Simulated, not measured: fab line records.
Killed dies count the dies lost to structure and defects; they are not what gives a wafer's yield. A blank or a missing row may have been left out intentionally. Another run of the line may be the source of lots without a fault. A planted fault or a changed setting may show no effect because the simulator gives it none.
Problem report in the 8D (eight disciplines) form, filled by code / flow sky130 / the parts of the form that need people (team, actions taken, sign-off) are left out

## 1. PROBLEM STATEMENT
Wafers without a fault read 20.001 s, standard deviation 0.0081; overpolish-run-s at SKY_VIA2_CMP_24 reads a mean of 0.041 s on 2 wafers belonging to 2 lots. So: -99 or more standard deviations from the usual mean.
The step: polishes, stops on SiO2, t overpolish 20 s, target thk 0 nm.
Seen first at day 41 06:36 on cmp-01, wafer L744.6. The record holds 36 wafers of 12 lots with a number at this step. The rule behind "out" and "out of limits": a value lying over 4 standard deviations away from the usual mean. The rest of the wafers with a number are treated as sound.

## 2. WHAT IT IS, WHAT IT ISN'T
question=which readings at this step | is=overpolish-run-s, time-to-endpoint-s | is not=motor-current-A, retaining-ring-pressure-frac
question=which lots | is=L744, L746 | is not=L729, L731, L733, L735, L736, L737, L741, L742, L748, L751
question=which wafers of those lots | is=L744.6, L746.2 | is not=L744.2, L744.3, L746.1, L746.6
question=read on which tools | is=cmp-01 | is not=cmp-02
question=when | is=from day 41 06:36 | is not=up to then (26 sound wafers); but 8 sound wafers of L746, L748, L751 came after

## 3. WHAT RULES OUT EACH SUSPECT
Counting: any tool at a process step up to the reading remains a suspect provided it ran every lot that is out. Sound lots after the first of them don't rule it out here, since some wafers of a struck lot are sound.
- cmp-01 at SKY_VIA2_CMP_24 (polishes, stops on SiO2, t overpolish 20 s, target thk 0 nm): kept. Every lot that is out went through it, the first being L744 (day 41 06:36); the last sound lot it ran before that was L736 (day 38 21:37). Its own readings are out on those wafers: overpolish-run-s, time-to-endpoint-s.
- In cmp-01 at SKY_VIA2_CMP_24, the wafers that are out were processed in chamber 1 and their sound lot-mates in chambers 0, 2.
After counting, what remains is cmp-01 at SKY_VIA2_CMP_24.

## 4. THE CAUSE (what the simulator had put in)
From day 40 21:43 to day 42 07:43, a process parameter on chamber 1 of cmp-01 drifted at SKY_VIA2_CMP_24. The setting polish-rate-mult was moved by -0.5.
The count eliminated every tool but this one.

## 5. SEQUENCE OF EFFECTS, ordered by route
Each row: a reading where the mean over the struck wafers with a number is more than 3 standard deviations away from the usual. Only readings for which the record gives a usual standard deviation are gone through. hours: the time from each lot's start at the first step in this table that gives one to its start at this step, as a median over the lots. sigmas: the change in usual standard deviations.
hours=0; step=SKY_VIA2_CMP_24; reading=overpolish-run-s; usual=20.001 s; on struck wafers=0.041; change=-19.960; sigmas=-99 or more
hours=0; step=SKY_VIA2_CMP_24; reading=time-to-endpoint-s; usual=101 s; on struck wafers=158; change=+57; sigmas=+19
hours=198; step=SKY_PAD_OPEN_PROBE_99; reading=defect-limited-yield; usual=82.4 %; on struck wafers=0.0; change=-82.4; sigmas=-39
hours=198; step=SKY_PAD_OPEN_PROBE_99; reading=killed_at_M0_to_M3; usual=44; on struck wafers=450; change=+406; sigmas=+56
hours=198; step=SKY_PAD_OPEN_PROBE_99; reading=killed-dies; usual=87; on struck wafers=492; change=+405; sigmas=+40
hours=198; step=SKY_PAD_OPEN_PROBE_99; reading=killed-on-rim; usual=17; on struck wafers=96; change=+79; sigmas=+23
hours=198; step=SKY_PAD_OPEN_PROBE_99; reading=sort_bin_3_pad_short; usual=0.8 %; on struck wafers=83.5; change=+82.8; sigmas=+99 or more
hours=198; step=SKY_PAD_OPEN_PROBE_99; reading=sort-n-pass; usual=405; on struck wafers=0; change=-405; sigmas=-40
hours=198; step=SKY_PAD_OPEN_PROBE_99; reading=sort-yield-pct; usual=82.4 %; on struck wafers=0.0; change=-82.4; sigmas=-39
Process steps it contains:
- SKY_VIA2_CMP_24: polishes, stops on SiO2, t overpolish 20 s, target thk 0 nm.
- SKY_PAD_OPEN_PROBE_99

## 6. WHAT WOULD HAVE CAUGHT IT SOONER
In this record the first reading out of limits was taken at day 41 06:36, 9 hours after the fault began at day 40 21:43.
